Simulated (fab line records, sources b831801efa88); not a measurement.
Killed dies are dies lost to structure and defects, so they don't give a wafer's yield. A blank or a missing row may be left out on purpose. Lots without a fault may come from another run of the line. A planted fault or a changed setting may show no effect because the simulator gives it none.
Split-lot experiment | flow gf180mcu | 5 lots, 23 wafers read, on a route of 602 steps

THE SPLIT
At GF_NWELL_COAT_02 (resist thk 3000 nm), the setting spin_rpm was moved away from the recipe's 2000 rpm on 8 of the 23 wafers read, by -6.7% to +7.3%. The other wafers ran this setting at the recipe's value.

The reading is taken at the split's own step.

THE READING
coat_of_NWELL_COAT_02.thk_nm (the simulator's own value, which no gauge read), in nm, at GF_NWELL_COAT_02 (resist thk 3000 nm). The file gives no usual value for it. The 15 wafers here that ran the recipe average 2997 nm, standard deviation 4.6 nm.

wafer  | tool, chamber at the split | spin_rpm as run, rpm | against the recipe | coat_of_NWELL_COAT_02.thk_nm, nm | against lot-mates on the recipe
L074.1 | litho_track-02, 0          | 2145                 | +7.3%              | 2884                             | -110
L074.2 | litho_track-02, 0          | 2145                 | +7.3%              | 2879                             | -116
L074.3 | litho_track-02, 0          | 2145                 | +7.3%              | 2889                             | -106
L074.4 | litho_track-02, 0          | 2000                 | recipe             | 2992                             | -
L074.5 | litho_track-02, 0          | 2000                 | recipe             | 2997                             | -
L078.1 | litho_track-03, 0          | 1867                 | -6.7%              | 3110                             | +106
L078.3 | litho_track-03, 0          | 1867                 | -6.7%              | 3118                             | +114
L078.4 | litho_track-03, 0          | 1867                 | -6.7%              | 3111                             | +108
L078.5 | litho_track-03, 0          | 2000                 | recipe             | 3006                             | -
L078.6 | litho_track-03, 0          | 2000                 | recipe             | 3001                             | -
L082.1 | litho_track-02, 0          | 2000                 | recipe             | 2995                             | -
L082.6 | litho_track-02, 0          | 2000                 | recipe             | 2995                             | -
L082.3 | litho_track-02, 0          | 2000                 | recipe             | 2999                             | -
L082.4 | litho_track-02, 0          | 2000                 | recipe             | 2993                             | -
L082.5 | litho_track-02, 0          | 2000                 | recipe             | 3001                             | -
L084.1 | litho_track-01, 0          | 2000                 | recipe             | 2992                             | -
L084.3 | litho_track-01, 0          | 2000                 | recipe             | 2990                             | -
L084.4 | litho_track-01, 0          | 1871                 | -6.5%              | 3093                             | +101
L084.5 | litho_track-01, 0          | 2000                 | recipe             | 2994                             | -
L084.6 | litho_track-01, 0          | 1871                 | -6.5%              | 3086                             | +94
L085.3 | litho_track-02, 0          | 2000                 | recipe             | 2999                             | -
L085.5 | litho_track-02, 0          | 2000                 | recipe             | 3002                             | -
L085.6 | litho_track-02, 0          | 2000                 | recipe             | 3003                             | -

THE FIT
A straight line over all 23 wafers: coat_of_NWELL_COAT_02.thk_nm changes by -15.9 nm for each +1% of spin_rpm; r = -1.00; the points scatter about the line by 6.7 nm.
The same after taking each lot's own level away (the mean of its wafers on the recipe; 23 wafers): -15.6 nm for each +1%; r = -1.00; scatter 3.9 nm.
On that fit, the largest move of spin_rpm shifts the reading by 1.1e+02 nm.
The lots' own levels span 2992.0 to 3003.5 nm, that is 2.5 times the standard deviation above.
So the lot-to-lot level changes the slope little: the two slopes agree.
Check: with one of the wafers moved furthest among these (+7.3%) left out of the fit, the line predicts -113 nm for it against its lot-mates. It came out at -110 nm against them.

OTHER SPLITS ON THESE WAFERS
These wafers also went through other splits before the reading. Each is held against what the fit with the lots' levels taken away leaves over:
other split on the same wafers | wafers away from the commonest value | r with coat_of_NWELL_COAT_02.thk_nm (lot level and that fit taken away)
GF_STI_OXIDATION_01 temp_c     | 15                                   | -0.31
GF_STI_COAT_07 resist_thk_nm   | 6                                    | -0.04
GF_STI_ETCH_13 time_s          | 5                                    | -0.08
GF_STI_CVD_23 sih4_flow_sccm   | 9                                    | -0.08
GF_STI_OXIDATION_29 ox_time_s  | 10                                   | +0.33

THE WHOLE CHAIN: every reading that the file lists as answering this split, in the file's order
step              | what it does       | reading                                                                       | change (the file's fit)              | r (the file's)
GF_NWELL_COAT_02  | resist thk 3000 nm | coat_of_NWELL_COAT_02.thk_nm (the simulator's own value, which no gauge read) | -15.6 nm for each +1% of the setting | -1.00
GF_NWELL_STRIP_10 | strips in O2/N2    | strip_time_to_endpoint_s                                                      | withheld for each +1% of the setting | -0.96

THE FILE'S OWN FIT
coat_of_NWELL_COAT_02.thk_nm changes by -15.6 nm for each +1% of spin_rpm, r = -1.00.
